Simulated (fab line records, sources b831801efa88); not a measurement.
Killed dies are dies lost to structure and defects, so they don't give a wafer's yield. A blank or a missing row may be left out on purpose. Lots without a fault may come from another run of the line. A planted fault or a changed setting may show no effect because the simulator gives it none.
Which tool did it? | flow gf180mcu | 14 lots, 42 wafers sampled, at 4 steps of a route of 602

WHAT THE GAUGES READ, wafer by wafer
GF_STI_THK_MEAS_02.
lot  | measured    | on            | STI_OXIDATION_THK (nm)
L946 | day 1 14:29 | film_metro-04 | 10.00 10.04 10.07
L947 | day 1 19:00 | film_metro-04 | 9.96 9.99 9.90
L948 | day 1 22:55 | film_metro-03 | 10.09 10.17 10.24
L951 | day 2 13:53 | film_metro-04 | 9.71 9.94 9.85
L952 | day 2 22:05 | film_metro-03 | 9.99 10.15 10.11
L960 | day 4 09:31 | film_metro-04 | 9.57 9.79 9.72
L961 | day 4 14:59 | film_metro-01 | 10.04 9.75 9.87
L962 | day 4 19:31 | film_metro-04 | 10.15 10.00 10.00
L963 | day 5 00:32 | film_metro-03 | 9.64 9.64 9.62
L964 | day 5 05:31 | film_metro-03 | 9.88 9.98 9.85
L965 | day 5 10:31 | film_metro-04 | 10.02 10.04 10.02
L966 | day 5 15:32 | film_metro-01 | 9.88 9.81 10.05
L968 | day 6 01:31 | film_metro-01 | 9.62 9.58 9.81
L969 | day 6 06:31 | film_metro-01 | 9.84 9.75 9.75

GF_VT_IMPLANT_TW_MEAS_10.
lot  | measured     | on            | VT_IMPLANT_TW
L946 | day 6 02:31  | film_metro-04 | 573 571 570
L947 | day 6 03:19  | film_metro-02 | 566 566 568
L948 | day 6 09:25  | film_metro-04 | 573 572 572
L951 | day 6 22:31  | film_metro-04 | 575 573 570
L952 | day 7 11:08  | film_metro-02 | 561 564 563
L960 | day 9 04:57  | film_metro-01 | 559 556 558
L961 | day 9 11:42  | film_metro-01 | 559 560 560
L962 | day 9 17:21  | film_metro-04 | 571 574 572
L963 | day 10 00:10 | film_metro-04 | 575 573 574
L964 | day 10 03:56 | film_metro-04 | 574 576 576
L965 | day 10 09:54 | film_metro-04 | 576 574 577
L966 | day 10 18:59 | film_metro-04 | 571 579 574
L968 | day 11 05:54 | film_metro-04 | 573 574 572
L969 | day 11 12:06 | film_metro-04 | 570 571 570

GF_SAB_CD_MEAS_09: target cd 420 nm.
lot  | measured     | on        | cd_nm (nm)
L946 | day 15 15:30 | cd_sem-02 | 417.6 416.2 415.9
L947 | day 15 17:42 | cd_sem-02 | 416.6 417.3 418.1
L948 | day 16 05:04 | cd_sem-02 | 422.9 420.3 422.9
L960 | day 20 01:28 | cd_sem-02 | 415.0 414.8 413.8
L961 | day 20 15:19 | cd_sem-02 | 423.3 422.1 424.0
L962 | day 20 22:58 | cd_sem-02 | 419.6 421.1 418.8
L963 | day 21 09:59 | cd_sem-01 | 415.9 413.5 415.2
L964 | day 21 14:18 | cd_sem-02 | 424.9 424.1 424.8
L965 | day 22 03:47 | cd_sem-02 | 420.3 420.4 420.2
L966 | day 22 11:16 | cd_sem-02 | 419.6 419.5 419.6
L968 | day 22 18:40 | cd_sem-02 | 423.6 421.7 421.1
L969 | day 23 05:06 | cd_sem-02 | 420.9 420.0 420.4

WHICH TOOL RAN EACH LOT (tool, then ch and the chambers of the sampled wafers, then the start)
lot  | GF_HV_LDD_EXPOSE_16
L946 | iline_stepper-02 ch 0, day 10 22:14
L947 | iline_stepper-02 ch 0, day 10 23:02
L948 | iline_stepper-02 ch 0, day 11 11:12
L951 | iline_stepper-02, day 11 22:55
L952 | iline_stepper-02, day 12 12:37
L960 | iline_stepper-01 ch 0, day 14 15:48
L961 | iline_stepper-02 ch 0, day 15 04:45
L962 | iline_stepper-02 ch 0, day 15 10:48
L963 | iline_stepper-01 ch 0, day 15 19:04
L964 | iline_stepper-01 ch 0, day 15 23:37
L965 | iline_stepper-01 ch 0, day 16 13:44
L966 | iline_stepper-02 ch 0, day 16 20:20
L968 | iline_stepper-01 ch 0, day 17 03:17
L969 | iline_stepper-02 ch 0, day 17 13:59
- GF_HV_LDD_EXPOSE_16: exposes mask Pplus LV AREA, target cd 400 nm.

WHAT THE TOOLS THEMSELVES READ (means of the sampled wafers that have a number; where no wafer has one, the mark that the record gives instead)
GF_HV_LDD_EXPOSE_16.
lot  | tool             | exposure_dose_mJ_cm2 | focus_offset_nm (nm)
L946 | iline_stepper-02 | 139.88               | 0.5
L947 | iline_stepper-02 | 139.97               | 0.4
L948 | iline_stepper-02 | 140.14               | -0.5
L951 | iline_stepper-02 | -                    | -
L952 | iline_stepper-02 | -                    | -
L960 | iline_stepper-01 | 140.12               | -0.2
L961 | iline_stepper-02 | 140.06               | -0.1
L962 | iline_stepper-02 | 140.04               | 0.3
L963 | iline_stepper-01 | 139.98               | -0.3
L964 | iline_stepper-01 | 139.90               | -0.6
L965 | iline_stepper-01 | 139.98               | 0.4
L966 | iline_stepper-02 | 140.09               | 0.6
L968 | iline_stepper-01 | 140.02               | -1.0
L969 | iline_stepper-02 | 139.94               | -0.3

THE ANSWER, worked out from the rows above alone
Rule: what is usual is taken from the lots themselves. Put in order of their means at a reading, lots are off if they are a third of the lots or fewer, leave a main group of 4 or more, and stand apart from it by a gap of 3 or more times the standard deviation of the main group's means; of several such gaps the widest counts. A main group whose means are all the same, to the digits that the tables above print for the reading, isn't used. A lot without any number at a reading at which 4 lots or more have one is off too. The other lots that the step has rows for count as sound. The gauges are gone through in route order, then the tools' own readings, and for those a lot's mean is taken as printed above. The first step at which some lot is off is used, and at that step the reading that is off furthest; a lot without a number counts as furthest.
Off: L951, L952, at GF_HV_LDD_EXPOSE_16 (exposure_dose_mJ_cm2). Without a number there: L951, L952. The main group: mean 140.01, standard deviation 0.08.
A tool fits if, at that step or a process step before it, it ran every lot that is off, and no sound lot after the first of them. None of those tried fits.

WHAT THE SIMULATOR HAD PUT IN
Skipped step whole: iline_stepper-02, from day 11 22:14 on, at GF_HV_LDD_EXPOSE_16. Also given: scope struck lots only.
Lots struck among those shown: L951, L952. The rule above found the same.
